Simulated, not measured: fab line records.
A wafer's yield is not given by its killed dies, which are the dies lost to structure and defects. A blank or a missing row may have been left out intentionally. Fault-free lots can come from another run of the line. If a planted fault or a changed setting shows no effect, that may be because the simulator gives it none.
fab line records + flow gf180mcu
[record]
- lots = 12
- wafers = 36
- last-day = 34
route steps=602 shown SAB@268 SALICIDE@284 CONTACT@303 M1@315
lots that met no fault: taken from a fault-free run of the same line
start-h: the number of hours between the record's first day and the start of the first shown wafer of the lot + wait-h: how many hours have passed since the lot's step before this one + " unchanged from the row above + L1.1+2: a row that stands for several wafers + - either no value or no given start + * or withheld: withheld + < > ~ a bound
route shown NAME@n: a module of which the file shows steps, and the number in the route of the first + usual: mean and standard deviation over wafers with no fault + same: alike in all rows + chamber/n: place in a boat + sites: the reading at each site + _std_site: the standard deviation of these + _edge_site: the outer-site mean with the inner-site mean subtracted + radius-mm: how far each site lies from the wafer's centre + mask NAME#n: copy n + behind: tool/chamber where the wafer was last shaped + hold: what put the lot on hold/how long, in hours/how the hold closed + device: the transistor (n, p or np) that didn't switch + end of line: at the end of the route, the tests of the same wafers + a step with no rows: only its recipe + killed: the dies lost at the first sort to structure and to defects; this is not the yield of the wafer + map: shows each die of a wafer: x if killed, . if not, _ if none is there
set.NAME: the run value of the setting; set.NAME@STEP: its run value at that earlier step + model.NAME: the simulator's own value behind a step, which no gauge read
steps of the route over a sample of lots; a table a step, a row a wafer
services: from which hour (start-h, from the record's first day; less than 0 if before it) a tool's chamber was out of use, for how many hours, and why
[[steps]]
[step GF_SAB_COAT_04]
[recipe]
- resist = NOVOLAK
- spin-rpm = 2978
- resist-thk-nm = 1000
[usual]
- exhaust-pa = 44.9/0.84
| lot.wafer | tool           | chamber | start-h | wait-h | exhaust-pa |
|-----------|----------------|---------|---------|--------|------------|
| L193.1    | litho-track-03 | 0       | 330.00  | 0.1    | 46.1       |
| L193.2    | "              | 0       | "       | "      | 45.1       |
| L193.3    | "              | 0       | "       | "      | 46.1       |
| L194.1    | litho-track-02 | 0       | 338.16  | 0.1    | 45.1       |
| L194.5    | "              | 0       | "       | "      | 45.4       |
| L194.6    | "              | 0       | "       | "      | 44.5       |
| L196.2    | litho-track-04 | 0       | 358.27  | 0.1    | 45.3       |
| L196.3    | "              | 0       | "       | "      | 45.7       |
| L196.4    | "              | 0       | "       | "      | 45.9       |
| L197.1    | litho-track-02 | 0       | 362.81  | 0.1    | 45.3       |
| L197.4    | "              | 0       | "       | "      | 44.2       |
| L197.5    | "              | 0       | "       | "      | 46.3       |
| L198.2    | litho-track-04 | 0       | 374.32  | 0.1    | 44.8       |
| L198.4    | "              | 0       | "       | "      | 44.7       |
| L198.5    | "              | 0       | "       | "      | 44.5       |
| L202.2    | litho-track-04 | 0       | 403.97  | 0.1    | 44.6       |
| L202.5    | "              | 0       | "       | "      | 45.1       |
| L202.6    | "              | 0       | "       | "      | 43.3       |
| L203.1    | litho-track-03 | 0       | 417.75  | 0.1    | 45.1       |
| L203.4    | "              | 0       | "       | "      | 44.7       |
| L203.6    | "              | 0       | "       | "      | 45.5       |
| L205.2    | litho-track-04 | 0       | 432.87  | 0.1    | 43.7       |
| L205.4    | "              | 0       | "       | "      | 43.6       |
| L205.5    | "              | 0       | "       | "      | 43.7       |
| L212.2    | litho-track-03 | 0       | 489.47  | 0.1    | 44.5       |
| L212.3    | "              | 0       | "       | "      | 44.8       |
| L212.6    | "              | 0       | "       | "      | 46.1       |
| L213.2    | litho-track-03 | 0       | 500.27  | 0.1    | 44.7       |
| L213.4    | "              | 0       | "       | "      | 44.3       |
| L213.5    | "              | 0       | "       | "      | 44.8       |
| L214.1    | litho-track-04 | 0       | 510.54  | 0.1    | 46.3       |
| L214.3    | "              | 0       | "       | "      | 46.8       |
| L214.6    | "              | 0       | "       | "      | 46.0       |
| L216.1    | litho-track-02 | 0       | 523.51  | 0.1    | 43.4       |
| L216.2    | "              | 0       | "       | "      | 44.5       |
| L216.6    | "              | 0       | "       | "      | 44.1       |
[step GF_SAB_STRIP_13]
[recipe]
- chemistry = O2/N2
- power-w = 1400
- pressure-mtorr = 1500
- platen-temp-c = 250
- o2-flow-sccm = 3000
- n2-flow-sccm = 300
- overash-fraction = 0.5
[usual]
- drypump-motor-current-A = 5.5/0.46
- heater-power-w = 330/11
- oes-product-au = 0.710/0.0045
- strip-time-to-endpoint-s = 12.65/0.034
| lot.wafer | tool            | chamber | start-h | wait-h | drypump-motor-current-A | heater-power-w | oes-product-au | rf-hours-counter-h | strip-time-to-endpoint-s |
|-----------|-----------------|---------|---------|--------|-------------------------|----------------|----------------|--------------------|--------------------------|
| L193.1    | plasma-asher-02 | 0       | 341.03  | 0.0    | 6.0                     | 353            | 0.706          | 68                 | 12.63                    |
| L193.2    | "               | 1       | "       | "      | 4.8                     | 325            | 0.713          | 68                 | 12.63                    |
| L193.3    | "               | 0       | "       | "      | 6.0                     | 347            | 0.709          | -                  | 12.63                    |
| L194.1    | plasma-asher-02 | 1       | 349.70  | 0.0    | 4.8                     | 331            | 0.711          | 69                 | 12.62                    |
| L194.5    | "               | 0       | "       | "      | 6.0                     | 348            | 0.704          | -                  | 12.60                    |
| L194.6    | "               | 1       | "       | "      | 4.8                     | 325            | 0.705          | -                  | 12.62                    |
| L196.2    | plasma-asher-02 | 0       | 369.77  | 0.0    | 6.0                     | 352            | 0.712          | 71                 | 12.63                    |
| L196.3    | "               | 0       | "       | "      | 6.0                     | 340            | 0.710          | -                  | 12.63                    |
| L196.4    | "               | 1       | "       | "      | 4.8                     | 320            | 0.726          | -                  | 12.65                    |
| L197.1    | plasma-asher-04 | 0       | 374.77  | 0.0    | 5.4                     | 330            | 0.707          | 74                 | 12.56                    |
| L197.4    | "               | 0       | "       | "      | 5.4                     | 337            | 0.711          | -                  | 12.67                    |
| L197.5    | "               | 1       | "       | "      | 6.1                     | 355            | 0.714          | -                  | 12.61                    |
| L198.2    | plasma-asher-02 | 1       | 386.11  | 0.0    | 4.8                     | 338            | 0.712          | 72                 | 12.68                    |
| L198.4    | "               | 1       | "       | "      | 4.8                     | 325            | 0.709          | -                  | 12.67                    |
| L198.5    | "               | 1       | "       | "      | 4.8                     | 329            | 0.712          | -                  | 12.66                    |
| L202.2    | plasma-asher-02 | 0       | 415.33  | 0.0    | 6.0                     | 340            | 0.713          | 75                 | 12.67                    |
| L202.5    | "               | 1       | "       | "      | 4.8                     | 319            | 0.724          | -                  | 12.68                    |
| L202.6    | "               | 0       | "       | "      | 6.0                     | 340            | 0.712          | -                  | 12.72                    |
| L203.1    | plasma-asher-04 | 1       | 430.42  | 0.0    | 6.1                     | 351            | 0.706          | 81                 | 12.73                    |
| L203.4    | "               | 1       | "       | "      | 6.1                     | 352            | 0.713          | -                  | 12.68                    |
| L203.6    | "               | 1       | "       | "      | 6.1                     | 350            | 0.706          | -                  | 12.71                    |
| L205.2    | plasma-asher-02 | 0       | 445.72  | 0.0    | 6.0                     | 326            | 0.715          | 1                  | 12.62                    |
| L205.4    | "               | 1       | "       | "      | 4.8                     | 326            | 0.709          | -                  | 12.66                    |
| L205.5    | "               | 1       | "       | "      | 4.8                     | 316            | 0.707          | -                  | 12.63                    |
| L212.2    | plasma-asher-01 | 0       | 502.40  | 0.0    | 5.4                     | 332            | 0.712          | 73                 | 12.92                    |
| L212.3    | "               | 1       | "       | "      | 5.5                     | 317            | 0.712          | -                  | 12.91                    |
| L212.6    | "               | 1       | "       | "      | 5.6                     | 323            | 0.704          | -                  | 12.91                    |
| L213.2    | plasma-asher-02 | 0       | 512.38  | 0.0    | 5.9                     | 321            | 0.706          | 8                  | 12.82                    |
| L213.4    | "               | 0       | "       | "      | 5.9                     | 331            | 0.712          | -                  | 12.84                    |
| L213.5    | "               | 0       | "       | "      | 6.0                     | 325            | 0.715          | -                  | 12.86                    |
| L214.1    | plasma-asher-01 | 0       | 524.42  | 0.0    | 5.4                     | 328            | 0.717          | 75                 | 12.63                    |
| L214.3    | "               | 0       | "       | "      | 5.3                     | 322            | 0.705          | -                  | 12.65                    |
| L214.6    | "               | 1       | "       | "      | 5.5                     | 324            | 0.697          | -                  | 12.67                    |
| L216.1    | plasma-asher-02 | 1       | 534.83  | 0.0    | 4.8                     | 320            | 0.706          | 11                 | 12.67                    |
| L216.2    | "               | 0       | "       | "      | 6.0                     | 331            | 0.713          | 11                 | 12.65                    |
| L216.6    | "               | 0       | "       | "      | 6.0                     | 319            | 0.703          | -                  | 12.68                    |
[step GF_SALICIDE_RTA_06]
[recipe]
- temp-c = 530
- time-s = 30
- ambient = N2
[usual]
- lamp-power-pct = 6.37/0.095
- wafer_temp_C_max = 532.6/0.54
| lot.wafer | tool          | chamber | start-h | wait-h | lamp-power-pct | wafer_temp_C_max |
|-----------|---------------|---------|---------|--------|----------------|------------------|
| L193.1    | rtp-anneal-02 | 0       | 341.46  | 0.1    | 6.31           | 533.2            |
| L193.2    | "             | 0       | "       | "      | 6.31           | 531.8            |
| L193.3    | "             | 0       | "       | "      | 6.30           | 532.9            |
| L194.1    | rtp-anneal-02 | 0       | 350.13  | 0.1    | 6.31           | 532.3            |
| L194.5    | "             | 0       | "       | "      | 6.31           | 533.4            |
| L194.6    | "             | 0       | "       | "      | 6.31           | 532.9            |
| L196.2    | rtp-anneal-02 | 0       | 370.21  | 0.1    | 6.30           | 532.3            |
| L196.3    | "             | 0       | "       | "      | 6.31           | 531.9            |
| L196.4    | "             | 0       | "       | "      | 6.31           | 532.5            |
| L197.1    | rtp-anneal-02 | 0       | 375.19  | 0.1    | 6.31           | 533.4            |
| L197.4    | "             | 0       | "       | "      | 6.30           | 533.0            |
| L197.5    | "             | 0       | "       | "      | 6.31           | 532.8            |
| L198.2    | rtp-anneal-02 | 0       | 386.55  | 0.1    | 6.31           | 532.0            |
| L198.4    | "             | 0       | "       | "      | 6.32           | 533.9            |
| L198.5    | "             | 0       | "       | "      | 6.30           | 532.6            |
| L202.2    | rtp-anneal-02 | 0       | 415.77  | 0.1    | 6.30           | 532.4            |
| L202.5    | "             | 0       | "       | "      | 6.31           | 532.6            |
| L202.6    | "             | 0       | "       | "      | 6.30           | 531.9            |
| L203.1    | rtp-anneal-01 | 0       | 430.85  | 0.1    | 6.52           | 532.1            |
| L203.4    | "             | 0       | "       | "      | 6.51           | 532.6            |
| L203.6    | "             | 0       | "       | "      | 6.51           | 531.6            |
| L205.2    | rtp-anneal-02 | 0       | 446.16  | 0.1    | 6.31           | 532.7            |
| L205.4    | "             | 0       | "       | "      | 6.32           | 532.5            |
| L205.5    | "             | 0       | "       | "      | 6.30           | 532.6            |
| L212.2    | rtp-anneal-01 | 0       | 502.90  | 0.1    | 6.52           | 533.4            |
| L212.3    | "             | 0       | "       | "      | 6.52           | 532.1            |
| L212.6    | "             | 0       | "       | "      | 6.52           | 533.8            |
| L213.2    | rtp-anneal-01 | 0       | 512.82  | 0.1    | 6.51           | 532.4            |
| L213.4    | "             | 0       | "       | "      | 6.50           | 531.9            |
| L213.5    | "             | 0       | "       | "      | 6.51           | 531.3            |
| L214.1    | rtp-anneal-02 | 0       | 524.84  | 0.1    | 6.30           | 533.5            |
| L214.3    | "             | 0       | "       | "      | 6.31           | 533.5            |
| L214.6    | "             | 0       | "       | "      | 6.31           | 533.4            |
| L216.1    | rtp-anneal-02 | 0       | 535.25  | 0.1    | 6.31           | 532.5            |
| L216.2    | "             | 0       | "       | "      | 6.30           | 532.5            |
| L216.6    | "             | 0       | "       | "      | 6.31           | 532.4            |
[step GF_CONTACT_ETCH_16]
[recipe]
- chemistry = N2/H2
- target-depth-a = withheld
- overetch-a = withheld
- time-s = withheld
- target = BARC
- ion-energy-ev = 200
- source-w = 500
- bias-w = 100
- pressure-mtorr = 30
- n2-flow-sccm = 100
- h2-flow-sccm = 200
[usual]
- drypump-motor-current-A = 5.6/0.36
- oes-product-au = 0.854/0.0046
- rf-fwd-power-W = 495.6/2.3
- throttle-valve-pct = 13.225/0.0094
| lot.wafer | tool        | chamber | start-h | wait-h | drypump-motor-current-A | oes-product-au | rf-fwd-power-W | throttle-valve-pct |
|-----------|-------------|---------|---------|--------|-------------------------|----------------|----------------|--------------------|
| L193.1    | rie-diel-03 | 0       | 363.95  | 0.0    | 5.7                     | 0.852          | 495.2          | 13.234             |
| L193.2    | "           | 3       | "       | "      | 5.9                     | 0.852          | 494.9          | 13.241             |
| L193.3    | "           | 1       | "       | "      | 5.2                     | 0.855          | 495.0          | 13.234             |
| L194.1    | rie-diel-01 | 3       | 372.81  | 0.0    | 5.8                     | 0.849          | 492.8          | 13.222             |
| L194.5    | "           | 1       | "       | "      | 5.4                     | 0.853          | 496.4          | 13.230             |
| L194.6    | "           | 0       | "       | "      | 6.4                     | 0.851          | 498.8          | 13.221             |
| L196.2    | rie-diel-03 | 0       | 394.06  | 0.0    | 5.7                     | 0.854          | 495.9          | 13.228             |
| L196.3    | "           | 3       | "       | "      | 5.8                     | 0.859          | 495.0          | 13.241             |
| L196.4    | "           | 1       | "       | "      | 5.3                     | 0.856          | 497.0          | 13.220             |
| L197.1    | rie-diel-02 | 3       | 399.32  | 0.0    | 5.5                     | 0.851          | 496.1          | 13.226             |
| L197.4    | "           | 1       | "       | "      | 5.3                     | 0.851          | 490.4          | 13.244             |
| L197.5    | "           | 0       | "       | "      | 6.2                     | 0.857          | 496.0          | 13.219             |
| L198.2    | rie-diel-03 | 2       | 411.55  | 0.0    | 5.2                     | 0.850          | 494.0          | 13.227             |
| L198.4    | "           | 1       | "       | "      | 5.3                     | 0.853          | 494.6          | 13.231             |
| L198.5    | "           | 3       | "       | "      | 5.9                     | 0.863          | 496.7          | 13.219             |
| L202.2    | rie-diel-03 | 0       | 441.27  | 0.0    | 5.7                     | 0.857          | 496.8          | 13.218             |
| L202.5    | "           | 2       | "       | "      | 5.2                     | 0.852          | 493.1          | 13.227             |
| L202.6    | "           | 1       | "       | "      | 5.3                     | 0.857          | 497.2          | 13.227             |
| L203.1    | rie-diel-02 | 0       | 455.80  | 0.0    | 6.2                     | 0.849          | 494.7          | 13.213             |
| L203.4    | "           | 2       | "       | "      | 5.9                     | 0.855          | 495.7          | 13.220             |
| L203.6    | "           | 3       | "       | "      | 5.5                     | 0.860          | 494.8          | 13.226             |
| L205.2    | rie-diel-01 | 0       | 471.72  | 0.0    | 6.3                     | 0.860          | 496.4          | 13.214             |
| L205.4    | "           | 3       | "       | "      | 5.8                     | 0.859          | 489.9          | 13.234             |
| L205.5    | "           | 3       | "       | "      | 5.8                     | 0.848          | 488.2          | 13.218             |
| L212.2    | rie-diel-01 | 2       | 526.17  | 0.0    | 5.4                     | 0.851          | 496.1          | 13.231             |
| L212.3    | "           | 0       | "       | "      | 6.4                     | 0.857          | 497.2          | 13.225             |
| L212.6    | "           | 1       | "       | "      | 5.4                     | 0.858          | 496.5          | 13.246             |
| L213.2    | rie-diel-01 | 0       | 535.92  | 0.0    | 6.4                     | 0.853          | 495.8          | 13.212             |
| L213.4    | "           | 2       | "       | "      | 5.4                     | 0.855          | 495.4          | 13.217             |
| L213.5    | "           | 1       | "       | "      | 5.4                     | 0.852          | 496.8          | 13.212             |
| L214.1    | rie-diel-01 | 1       | 548.75  | 0.0    | 5.4                     | 0.850          | 497.4          | 13.235             |
| L214.3    | "           | 0       | "       | "      | 6.4                     | 0.843          | 494.8          | 13.211             |
| L214.6    | "           | 1       | "       | "      | 5.4                     | 0.851          | 499.2          | 13.221             |
| L216.1    | rie-diel-03 | 2       | 558.70  | 0.0    | 5.3                     | 0.844          | 496.9          | 13.231             |
| L216.2    | "           | 3       | "       | "      | 5.9                     | 0.846          | 498.3          | 13.224             |
| L216.6    | "           | 3       | "       | "      | 5.8                     | 0.859          | 496.0          | 13.207             |
[step GF_M1_SPUTTER_00]
[recipe]
- material = Ti
- target-thk-nm = 37.5
- arriving-ion-energy-ev = 80
- substrate-temp-c = 200
- chamber-pressure-pa = 2
- power-w = 4000
- time-s = 150
[usual]
- throttle-valve-pct = 30.2/1.4
| lot.wafer | tool           | chamber | start-h | wait-h | throttle-valve-pct |
|-----------|----------------|---------|---------|--------|--------------------|
| L193.1    | pvd-sputter-04 | -       | 365.10  | 0.1    | 29.0               |
| L193.2    | "              | -       | "       | "      | 28.0               |
| L193.3    | "              | -       | "       | "      | 31.9               |
| L194.1    | pvd-sputter-01 | -       | 373.95  | 0.1    | 29.9               |
| L194.5    | "              | -       | "       | "      | 31.1               |
| L194.6    | "              | -       | "       | "      | 29.7               |
| L196.2    | pvd-sputter-01 | -       | 395.20  | 0.1    | 29.6               |
| L196.3    | "              | -       | "       | "      | 29.9               |
| L196.4    | "              | -       | "       | "      | 30.9               |
| L197.1    | pvd-sputter-03 | -       | 400.46  | 0.1    | 28.7               |
| L197.4    | "              | -       | "       | "      | 33.2               |
| L197.5    | "              | -       | "       | "      | 30.9               |
| L198.2    | pvd-sputter-04 | -       | 412.70  | 0.1    | 31.3               |
| L198.4    | "              | -       | "       | "      | 28.3               |
| L198.5    | "              | -       | "       | "      | 31.9               |
| L202.2    | pvd-sputter-01 | -       | 442.41  | 0.1    | 29.7               |
| L202.5    | "              | -       | "       | "      | 29.9               |
| L202.6    | "              | -       | "       | "      | 30.0               |
| L203.1    | pvd-sputter-04 | -       | 456.95  | 0.2    | 32.5               |
| L203.4    | "              | -       | "       | "      | 28.3               |
| L203.6    | "              | -       | "       | "      | 28.7               |
| L205.2    | pvd-sputter-04 | -       | 472.97  | 0.2    | 27.9               |
| L205.4    | "              | -       | "       | "      | 32.2               |
| L205.5    | "              | -       | "       | "      | 28.4               |
| L212.2    | pvd-sputter-01 | -       | 527.32  | 0.1    | 29.0               |
| L212.3    | "              | -       | "       | "      | 30.0               |
| L212.6    | "              | -       | "       | "      | 29.5               |
| L213.2    | pvd-sputter-01 | -       | 537.07  | 0.1    | 29.8               |
| L213.4    | "              | -       | "       | "      | 29.7               |
| L213.5    | "              | -       | "       | "      | 29.5               |
| L214.1    | pvd-sputter-04 | -       | 549.89  | 0.2    | 32.2               |
| L214.3    | "              | -       | "       | "      | 29.0               |
| L214.6    | "              | -       | "       | "      | 29.1               |
| L216.1    | pvd-sputter-03 | -       | 559.93  | 0.2    | 28.7               |
| L216.2    | "              | -       | "       | "      | 30.6               |
| L216.6    | "              | -       | "       | "      | 30.3               |
[[services]]
| tool            | chamber | start-h | hours | kind       |
|-----------------|---------|---------|-------|------------|
| pvd-sputter-01  | -       | 325.55  | 3.1   | repair     |
| rie-diel-03     | 2       | 328.92  | 2.9   | repair     |
| rtp-anneal-01   | -       | 336.14  | 2.6   | pm         |
| rie-diel-01     | -       | 351.23  | 1.8   | repair     |
| pvd-sputter-04  | -       | 361.54  | 0.8   | repair     |
| plasma-asher-01 | -       | 371.29  | 1.1   | repair     |
| rie-diel-03     | 1       | 374.91  | 7.7   | repair     |
| rie-diel-02     | 2       | 376.56  | 8.6   | repair     |
| plasma-asher-02 | -       | 421.25  | 9.0   | pm         |
| plasma-asher-02 | 0       | 421.25  | 9.0   | vent-cycle |
| rie-diel-01     | 1       | 427.39  | 6.7   | repair     |
| plasma-asher-02 | -       | 440.26  | 1.0   | repair     |
| pvd-sputter-03  | -       | 446.41  | 2.7   | repair     |
| pvd-sputter-01  | -       | 447.01  | 5.3   | repair     |
| plasma-asher-04 | -       | 448.14  | 0.6   | repair     |
| rie-diel-03     | 0       | 459.74  | 12.5  | repair     |
| plasma-asher-04 | -       | 483.29  | 1.3   | repair     |
| plasma-asher-04 | -       | 490.10  | 1.0   | repair     |
| rie-diel-03     | 3       | 515.95  | 7.2   | repair     |
| rie-diel-01     | 3       | 529.92  | 17.3  | repair     |
| rie-diel-03     | 0       | 551.66  | 10.7  | repair     |
| rie-diel-03     | -       | 553.15  | 4.0   | repair     |
| rie-diel-03     | 1       | 554.30  | 4.4   | repair     |
| plasma-asher-02 | -       | 556.94  | 2.8   | pm         |
[[key]]
[first-sign]
- step = GF_SAB_STRIP_13
- reading = strip-time-to-endpoint-s
- direction = up
- sigmas = 6.8
- usual = *
- struck = *
effect none on later readings
met-at GF_SAB_COAT_04
struck-lots L212,L213
tester-left-out L212,L213
not-acting-at GF_SALICIDE_RTA_06,GF_CONTACT_ETCH_16,GF_M1_SPUTTER_00
onset-between 417.75 489.47
[fault]
- kind = process-parameter-drift
- tool = litho-track-03
- chamber = -
- onset-h = 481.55
- steps = GF_SAB_COAT_04
- channel = resist-thk-nm
- offset = *
- shape = step
- end-h = 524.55
- acts-in = *
- stated = *
// tester-left-out: of these lots the tester's yield and bins aren't shown, on N5 and GAA mostly nor the transistor test; their killed dies are dies lost to structure and defects alone, not to doping, threshold or leakage, so they don't give the yield
